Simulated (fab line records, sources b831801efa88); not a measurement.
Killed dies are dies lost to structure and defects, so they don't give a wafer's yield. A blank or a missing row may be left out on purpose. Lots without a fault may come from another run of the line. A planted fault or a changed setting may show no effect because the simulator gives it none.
A struck lot beside a sound one | flow sfq_line | 13 steps out of a route of 325
Sound: wafers L906.3, L906.4, L906.5. Struck: wafers L911.1, L911.5, L911.6. The cause comes at the end.
At each step with rows: each side's tool, then ch and its chambers, then its first start. Under that, the readings that differ: sound wafers | struck wafers | difference of the means | sigmas: that difference in standard deviations of wafers without a fault.
alike: readings whose means differ by less than 2 such deviations, and words and numbers that are the same on both sides. not compared: withheld readings, readings that some wafer has no value for, bounds like >300 that may hide the same value, and numbers for which the record gives no deviation and whose values overlap.
The two part at a step that has a row with sigmas, a row that says differs or no value, or rows on one side only. Numbers that don't overlap but have no deviation are shown without sigmas and don't part them. A reading that every wafer of one side lacks parts them only if that side has two wafers or more.

SFQ_TRILAYER_L0_VIA_ETCH_VIA_ETCH_016: etches SiO2 in CHF3, stops on MoNx KI, target depth 80 nm.
  sound on rie_diel-04 ch 2,3, day 8 04:39; struck on rie_diel-02 ch 2,3, day 9 08:15
  alike: drypump_motor_current_A, oes_product_au
SFQ_TRILAYER_L0_VIA_STRIP_STRIP_017: strips in O2.
  sound on rie_metal-03 ch 0,1, day 8 04:54; struck on rie_metal-04 ch 0, day 9 08:18
  alike: drypump_motor_current_A, oes_product_au
  not compared: rf_hours_counter_h
then, 2 steps without rows for these wafers: SFQ_TRILAYER_L0_VIA_STRIP_SOLV_CLEAN_018 (cleans in NMP, time 600 s); SFQ_TRILAYER_M0_DEP_PRE_CLEAN_020 (time 15 s).
SFQ_TRILAYER_M0_DEP_SPUTTER_019: material Nb, target thk 200 nm, time 133.3 s.
  sound on pvd_sputter-06, day 8 05:40; struck on pvd_sputter-06, day 9 09:42
  alike: base_pressure_pa, cathode_dc_power_W, throttle_valve_pct
SFQ_M0_RS_MEAS_904: measures by four-point-probe.
  sound on film_metro-03, day 8 05:48; struck on film_metro-04, day 9 09:47
  alike: M0_NB_RS
then, 5 steps without rows for these wafers: SFQ_TRILAYER_M0_LITHO_COAT_026 (resist thk 62 nm); SFQ_TRILAYER_M0_LITHO_COAT_021 (resist thk 600 nm); SFQ_TRILAYER_M0_LITHO_SOFTBAKE_025; SFQ_TRILAYER_M0_LITHO_EXPOSE_022 (exposes mask M0, target cd 500 nm); SFQ_TRILAYER_M0_LITHO_PEB_024 (peb time 60 s).
-- the record jumps here: 2 days lie between the struck wafers' starts before and after --
SFQ_TRILAYER_M0_LITHO_DEVELOP_023: time 60 s.
  sound on litho_track-03 ch 0, day 10 16:06; struck on litho_track-03, day 11 20:24
  no value came back on the struck wafers for chill_plate_temp_C (C), exhaust_pa (Pa); on the sound wafers chill_plate_temp_C (C) reads 23.06 23.07 22.96
  reading                                             | sound             | struck            | difference | sigmas
  model.KrF_of_TRILAYER_M0_LITHO_COAT_021.thk_nm (nm) | 571.5 573.5 573.4 | 599.1 597.5 597.9 | +25.4      |
SFQ_M0_OVL_MEAS_906:
  sound on overlay-01, day 10 16:13; struck on overlay-02, day 11 20:33
  reading     | sound  | struck | difference                    | sigmas
  M0_OVL (nm) | 0 -4 2 | - - -  | no value on the struck wafers |

WHERE THEY PART
First at SFQ_TRILAYER_M0_LITHO_DEVELOP_023; last, within this record, at SFQ_M0_OVL_MEAS_906.

WHY: what the simulator had put in
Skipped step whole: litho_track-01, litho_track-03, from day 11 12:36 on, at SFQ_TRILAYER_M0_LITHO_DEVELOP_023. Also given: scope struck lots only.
